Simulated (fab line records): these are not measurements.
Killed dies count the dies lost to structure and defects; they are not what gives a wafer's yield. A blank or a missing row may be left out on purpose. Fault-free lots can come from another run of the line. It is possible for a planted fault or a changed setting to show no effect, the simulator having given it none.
The same fault as seen by 2 desks || flow sky130 || only its own numbers are on each desk; what lay behind them is given at the end

== THE TOOL OWNER'S DESK: rie-metal-01 ==
The tool's own readings at SKY_METAL1_ETCH_18 (etches BARC in N2/H2, stops on SiO2, time 45.9 s, target depth 60 nm): means of the sampled wafers that have a number, for each lot that ran on this tool. The brackets show how far a lot's mean lies from the usual mean; more than 4 standard deviations puts the lot out of limits, marked OUT.
Columns: A = bias-w at SKY_METAL1_ETCH_18, usual 100.0 W; B = drypump-motor-current-A at SKY_METAL1_ETCH_18, usual 6.1 A; C = oes-product-au at SKY_METAL1_ETCH_18, usual 0.855 a.u.; D = rf-fwd-power-W at SKY_METAL1_ETCH_18, usual 494.1 W; E = throttle-valve-pct at SKY_METAL1_ETCH_18, usual 13.225 %
{"lot": "L339", "first seen here": "day 33 04:23", "A": 99.6, "B": 6.2, "C": 0.856, "D": 492.9, "E": 13.224}
{"lot": "L342", "first seen here": "day 34 15:31", "A": 99.9, "B": 6.2, "C": 0.855, "D": 495.0, "E": 13.229}
{"lot": "L347", "first seen here": "day 36 18:08", "A": 100.1, "B": 6.3, "C": 0.855, "D": 492.4, "E": 13.223}
{"lot": "L348", "first seen here": "day 36 23:00", "A": 99.9, "B": 6.3, "C": 0.851, "D": 491.8, "E": 13.236}
{"lot": "L352", "first seen here": "day 37 18:46", "A": 100.0, "B": 6.3, "C": 0.853, "D": "411.2 (-35) OUT", "E": 13.224}
{"lot": "L356", "first seen here": "day 38 18:13", "A": 100.0, "B": 6.4, "C": 0.854, "D": "410.7 (-35) OUT", "E": 13.221}
Finding of this desk: L352, L356 out of limits; the first was L352 at day 37 18:46, on rf-fwd-power-W at SKY_METAL1_ETCH_18. L339, L342, L347, L348: within limits.

== FROM THE METROLOGY DESK ==
What the gauges read for every lot (on any tool): the sampled wafers with a number, averaged. The brackets show how far a lot's mean lies from the usual mean; more than 4 standard deviations puts the lot out of limits, marked OUT.
Columns: A = CONTACT_HDPCVD_THK at SKY_CONTACT_THK_MEAS_03, usual 565 nm; B = VIA1_HDPCVD_THK at SKY_VIA1_THK_MEAS_01, usual 1024 nm; C = VIA1_BOW at SKY_VIA1_BOW_MEAS_03, usual 80 um
{"lot": "L339", "first seen here": "day 30 19:01", "A": 565, "B": 1033, "C": 68}
{"lot": "L340", "first seen here": "day 31 05:49", "A": 568, "B": 1025, "C": 84}
{"lot": "L342", "first seen here": "day 32 06:28", "A": 564, "B": 1010, "C": 73}
{"lot": "L343", "first seen here": "day 32 06:47", "A": 567, "B": 1013, "C": 90}
{"lot": "L347", "first seen here": "day 34 10:41", "A": 565, "B": 1025, "C": 80}
{"lot": "L348", "first seen here": "day 34 15:25", "A": 569, "B": 1006, "C": 80}
{"lot": "L349", "first seen here": "day 34 19:04", "A": 564, "B": 1025, "C": 79}
{"lot": "L352", "first seen here": "day 35 12:16", "A": 569, "B": 1028, "C": 77}
{"lot": "L353", "first seen here": "day 35 14:46", "A": 574, "B": 1029, "C": 81}
{"lot": "L356", "first seen here": "day 36 11:50", "A": 571, "B": 1024, "C": 90}
{"lot": "L359", "first seen here": "day 37 23:41", "A": 566, "B": 1019, "C": 79}
{"lot": "L361", "first seen here": "day 38 03:04", "A": 569, "B": 1029, "C": 82}
This desk's verdict: no lot among the 12 shows anything out of limits.

== TAKEN TOGETHER ==
On L352, L356, at day 37 18:46, an alarm was possible from the tool owner's desk.
Metrology desk: nothing out of limits seen.
The metrology desk holds a record of L352, L356, inside its limits.
SKY_METAL1_ETCH_18 was run on rie-metal-01 by each of the lots named.

== WHAT THE SIMULATOR PUT IN ==
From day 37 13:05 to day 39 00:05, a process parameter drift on rie-metal-01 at SKY_METAL1_ETCH_18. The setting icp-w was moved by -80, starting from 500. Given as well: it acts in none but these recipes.
Struck lots among those shown: L352, L356.
Hours from the fault's start to each desk's first reading out of limits: the tool owner's desk, 6.
